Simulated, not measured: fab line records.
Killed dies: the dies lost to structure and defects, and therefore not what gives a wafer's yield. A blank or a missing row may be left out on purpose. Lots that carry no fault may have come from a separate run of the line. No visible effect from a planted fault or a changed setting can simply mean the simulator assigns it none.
A struck lot beside a sound one | flow sky130 | 16 out of 708 route steps
Sound: the wafers L867.1, L867.5, L867.6. Struck: wafers L879.5, L879.6 (left out: L879.2, a lot-mate that was not struck); the cause follows at the end.
At each step with rows: each side's tool, then ch and its chambers, then its first start. Under that, the readings that differ: sound wafers | struck wafers | difference of the means | sigmas: that difference in standard deviations of wafers without a fault.
alike: a reading whose means differ by less than 2 such deviations, as well as words and numbers matching on both sides. not compared: withheld readings; readings where some wafer has no value; bounds like >300 that might hide an equal value; numbers whose values overlap and for which the record gives no deviation.
The two part at a step that has a row with sigmas, a row that says differs or no value, or rows on one side only. Numbers that have no deviation but don't overlap get no sigmas and don't part them. A reading missing from all wafers of one side parts the sides only when that side holds two or more wafers.

SKY_SD_N_OVL_MEAS_08:
  sound on overlay-01 at day 28 23:02; struck on overlay-01 at day 32 19:14
  alike: SD_N_OVL
then, 2 steps without rows for these wafers: SKY_SD_N_IMPLANT_09; SKY_SD_N_IMPLANT_10.
SKY_SD_N_STRIP_11: strips in O2/N2.
  sound on plasma-asher-02 ch 0,1, day 28 23:23; struck on plasma-asher-02 ch 0,1, day 32 19:34
  alike: drypump-motor-current-A, oes-product-au, strip-time-to-endpoint-s
  not compared: rf-hours-counter-h
SKY_SD_N_TW_MEAS_12:
  sound on film-metro-03 at day 28 23:29; struck on film-metro-03 at day 32 19:40
  alike: SD_N_TW
then, 1 step without rows for these wafers: SKY_SD_N_CLEAN_13 (cleans in SC1/SC2, time 150 s).
SKY_SD_N_RTA_14: time 2 s.
  sound on rtp-anneal-01 ch 0, day 28 23:35; struck on rtp-anneal-02 ch 0, day 32 19:47
  alike: lamp-power-pct, wafer_temp_C_max
SKY_SD_N_RS_MEAS_16: a four-point-probe measurement.
  sound on film-metro-04 at day 28 23:46; struck on film-metro-04 at day 32 20:01
  alike: SD_N_RS
SKY_SD_N_RS_MEAS_17: a four-point-probe measurement.
  sound on film-metro-04 at day 28 23:53; struck on film-metro-04 at day 32 20:08
  alike: SD_P_RS
SKY_SD_N_RS_MEAS_18: a four-point-probe measurement.
  sound on film-metro-04 at day 29 00:00; struck on film-metro-04 at day 32 20:16
  alike: RES_XHIGH_RS
then, 1 step without rows for these wafers: SKY_SALICIDE_CLEAN_00 (cleans in HF-last, time 30 s).
SKY_LI_CONTACT_HDPCVD_00: deposits PSG, target thk 930 nm, time 155 s.
  sound on hdpcvd-01 ch 0,2, day 29 00:08; struck on hdpcvd-01 ch 1,2, day 32 20:23
  reading                                       | sound           | struck    | difference | sigmas
  model.PSG_of_LI_CONTACT_HDPCVD_00.thk-nm (nm) | 927.7 927.6 924 | 1360 1339 | +423       |
SKY_LI_CONTACT_THK_MEAS_01:
  sound on film-metro-02 at day 29 00:14; struck on film-metro-03 at day 32 20:29
  reading                    | sound       | struck    | difference | sigmas
  LI_CONTACT_HDPCVD_THK (nm) | 928 928 924 | 1360 1339 | +423       | +44
SKY_LI_CONTACT_CMP_02: polishes PSG.
  sound on cmp-02 ch 0,1, day 29 00:18; struck on cmp-02 ch 0,3, day 32 20:32
  reading                | sound          | struck    | difference | sigmas
  time-to-endpoint-s (s) | 28.1 28.9 29.7 | 69.2 66.0 | +38.7      | +14
  alike: motor-current-A
SKY_LI_CONTACT_BOW_MEAS_03:
  sound on film-metro-04 at day 29 00:36; struck on film-metro-03 at day 32 20:52
  alike: LI_CONTACT_BOW
then, 1 step without rows for these wafers: SKY_PAD_OPEN_PROBE_99.

== WHERE THEY PART ==
First at SKY_LI_CONTACT_THK_MEAS_01; last, within this record, at SKY_LI_CONTACT_CMP_02. Later steps at which nothing parts them and some readings are alike: SKY_LI_CONTACT_BOW_MEAS_03.

WHY: what the simulator had put in
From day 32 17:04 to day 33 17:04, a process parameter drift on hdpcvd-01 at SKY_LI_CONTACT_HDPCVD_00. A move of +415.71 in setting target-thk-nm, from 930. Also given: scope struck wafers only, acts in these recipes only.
